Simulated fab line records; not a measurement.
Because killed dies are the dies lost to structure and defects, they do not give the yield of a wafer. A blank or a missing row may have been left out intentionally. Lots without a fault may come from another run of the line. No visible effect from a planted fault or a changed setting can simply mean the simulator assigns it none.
Which tool was responsible?	flow gf180mcu	12 lots (36 wafers sampled), 1 step of a 602-step route

== WHAT EACH GAUGE READ, for each wafer ==
GF_V5_BOW_MEAS_05.
lot	measured	on	V5_BOW (um)
L396	day 25 16:55	film-metro-04	144 151 143
L397	day 26 00:53	film-metro-04	113 122 125
L399	day 27 03:29	film-metro-04	136 136 147
L400	day 27 12:57	film-metro-01	136 137 143
L401	day 27 21:42	film-metro-03	139 126 121
L402	day 28 00:50	film-metro-04	133 119 122
L403	day 28 15:09	film-metro-04	139 125 136
L404	day 28 19:15	film-metro-01	133 141 146
L413	day 31 05:08	film-metro-04	113 121 124
L414	day 31 08:33	film-metro-03	136 137 144
L418	day 32 09:05	film-metro-03	154 132 161
L419	day 32 13:31	film-metro-01	134 142 142

== TOOL THAT RAN EACH LOT (tool first, then ch and the chambers of the sampled wafers, then the start) ==
Record: no process step prior to these readings.

== WHAT THE TOOLS THEMSELVES READ (means of the sampled wafers that have a number; where no wafer has one, the mark that the record gives instead) ==
The record holds no such reading with a usual standard deviation.

== THE ANSWER, worked out from the rows above alone ==
Rule: what is usual is taken from the lots themselves. The widest of any qualifying gaps counts: lots, ordered by their means at a reading, are off when they make up no more than a third of the lots, leave a main group of 4 or more, and stand apart from it by 3 or more times the standard deviation of that group's means. Not used: any main group whose means are identical at the precision the tables above print for the reading. Also off: a lot with no number at a reading for which 4 or more lots have one. All remaining lots with rows at the step are treated as sound. After the gauges, taken in route order, come the tools' own readings; for these a lot's mean is taken, as printed above. The first step at which some lot is off is used, and at that step the reading that is off furthest; a lot without a number counts as furthest.
None of the lots is off at any reading shown; this tells nothing.

== WHAT THE SIMULATOR PUT IN ==
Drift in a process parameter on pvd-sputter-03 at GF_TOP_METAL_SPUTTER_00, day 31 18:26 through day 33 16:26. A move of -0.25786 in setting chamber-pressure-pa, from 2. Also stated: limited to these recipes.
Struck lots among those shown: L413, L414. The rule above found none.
